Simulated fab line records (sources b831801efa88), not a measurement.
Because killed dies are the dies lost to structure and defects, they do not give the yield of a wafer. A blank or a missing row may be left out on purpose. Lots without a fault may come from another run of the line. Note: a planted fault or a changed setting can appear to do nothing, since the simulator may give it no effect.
Which tool is to blame?    flow sky130    Sampling: 14 lots, 42 wafers, 4 of 708 route steps

WHAT THE GAUGES READ, wafer by wafer
SKY_GATE_OXIDE_THK_MEAS_02.
lot   measured      on             GATE_OXIDE_OXIDATION_00_THK (nm)
L558  day 12 10:49  film_metro-02  10.01 10.10 10.18
L559  day 12 15:30  film_metro-03  10.20 10.13 10.36
L560  day 13 06:13  film_metro-02  9.95 9.93 9.97
L562  day 13 23:55  film_metro-03  10.19 10.24 10.50
L564  day 15 03:50  film_metro-03  10.23 10.03 10.08
L565  day 15 05:14  film_metro-03  10.27 10.48 10.47
L566  day 15 22:35  film_metro-02  10.15 10.11 10.01
L570  day 17 14:39  film_metro-02  10.44 10.25 10.34
L572  day 18 01:16  film_metro-04  10.54 10.40 10.30
L577  day 19 07:38  film_metro-02  10.27 10.24 10.42
L576  day 19 12:10  film_metro-02  10.11 10.29 10.15
L579  day 19 19:04  film_metro-03  10.49 10.36 10.57
L580  day 20 04:59  film_metro-02  10.09 10.15 10.04
L581  day 20 17:29  film_metro-02  9.95 9.97 10.07

SKY_RES_XHIGH_TW_MEAS_09.
lot   measured      on             RES_XHIGH_TW
L558  day 26 06:37  film_metro-02  1694 1686 1694
L559  day 26 09:55  film_metro-01  1620 1615 1619
L560  day 27 06:04  film_metro-03  1621 1616 1613
L562  day 27 21:41  film_metro-02  1685 1679 1680
L564  day 29 03:08  film_metro-01  1612 1618 1608
L565  day 29 05:55  film_metro-03  1620 1619 1616
L566  day 29 21:13  film_metro-01  1606 1615 1613
L570  day 31 15:46  film_metro-02  31 31 31
L572  day 31 22:02  film_metro-02  31 31 31
L577  day 33 01:32  film_metro-02  1686 1690 1677
L576  day 33 04:04  film_metro-01  1633 1626 1637
L579  day 33 14:34  film_metro-01  1626 1622 1629
L580  day 33 16:49  film_metro-02  1685 1685 1687
L581  day 34 06:07  film_metro-02  1685 1688 1675

SKY_LI_CONTACT_BOW_MEAS_03.
lot   measured      on             LI_CONTACT_BOW (um)
L558  day 27 13:30  film_metro-02  46 65 56
L559  day 27 15:39  film_metro-02  54 55 52
L560  day 28 11:43  film_metro-03  59 40 47
L562  day 29 03:04  film_metro-02  53 58 57
L564  day 30 08:44  film_metro-02  56 61 63
L565  day 30 11:28  film_metro-01  47 61 57
L566  day 31 03:13  film_metro-02  48 46 64
L570  day 32 19:51  film_metro-03  59 66 33
L572  day 33 02:19  film_metro-02  62 70 57
L577  day 34 05:41  film_metro-02  59 52 52
L576  day 34 08:20  film_metro-01  55 63 63
L579  day 34 19:05  film_metro-02  45 53 53
L580  day 34 20:39  film_metro-03  52 60 61
L581  day 35 10:13  film_metro-02  54 43 65

EACH LOT AND THE TOOL THAT RAN IT (in order: tool; ch and the chambers of the sampled wafers; start)
lot   SKY_RES_XHIGH_DEVELOP_06
L558  litho_track-01 ch 0, day 26 06:13
L559  litho_track-01 ch 0, day 26 09:31
L560  litho_track-03 ch 0, day 27 05:41
L562  litho_track-01 ch 0, day 27 21:18
L564  litho_track-01 ch 0, day 29 02:45
L565  litho_track-03 ch 0, day 29 05:32
L566  litho_track-03 ch 0, day 29 20:50
L570  litho_track-01, day 31 15:22
L572  litho_track-01, day 31 21:39
L577  litho_track-01 ch 0, day 33 01:10
L576  litho_track-03 ch 0, day 33 03:40
L579  litho_track-01 ch 0, day 33 14:10
L580  litho_track-03 ch 0, day 33 16:25
L581  litho_track-01 ch 0, day 34 05:43
- SKY_RES_XHIGH_DEVELOP_06: develop time 60 s.

WHAT THE TOOLS THEMSELVES READ (means of the sampled wafers that have a number; where no wafer has one, the mark that the record gives instead)
SKY_RES_XHIGH_DEVELOP_06.
lot   tool            chill_plate_temp_C (C)
L558  litho_track-01  23.05
L559  litho_track-01  22.84
L560  litho_track-03  23.00
L562  litho_track-01  22.92
L564  litho_track-01  22.87
L565  litho_track-03  23.09
L566  litho_track-03  22.88
L570  litho_track-01  -
L572  litho_track-01  -
L577  litho_track-01  23.09
L576  litho_track-03  23.02
L579  litho_track-01  22.92
L580  litho_track-03  22.91
L581  litho_track-01  22.88

THE ANSWER, worked out from the rows above alone
Rule: usual is defined by the lots themselves. Put in order of their means at a reading, lots are off if they are a third of the lots or fewer, leave a main group of 4 or more, and stand apart from it by a gap of 3 or more times the standard deviation of the main group's means; of several such gaps the widest counts. A main group whose means are all the same, to the digits that the tables above print for the reading, isn't used. A lot without any number at a reading at which 4 lots or more have one is off too. Where the step has rows for the other lots, those lots are counted as sound. First the gauges in route order, then the tools' own readings, where a lot's mean is used as printed above. The first step at which some lot is off is used, and at that step the reading that is off furthest; a lot without a number counts as furthest.
Off: L570, L572, seen at SKY_RES_XHIGH_TW_MEAS_09 (RES_XHIGH_TW). The main group: mean 1647, standard deviation 33.
A tool fits if, at a process step before that reading, it ran every lot that is off, and no sound lot after the first of them. Not tried: the gauges at SKY_RES_XHIGH_TW_MEAS_09; whatever is off there is also off at SKY_RES_XHIGH_DEVELOP_06, on other tools, and gauge error can't account for it. Not one of the candidates tried fits.

WHAT THE SIMULATOR PUT IN
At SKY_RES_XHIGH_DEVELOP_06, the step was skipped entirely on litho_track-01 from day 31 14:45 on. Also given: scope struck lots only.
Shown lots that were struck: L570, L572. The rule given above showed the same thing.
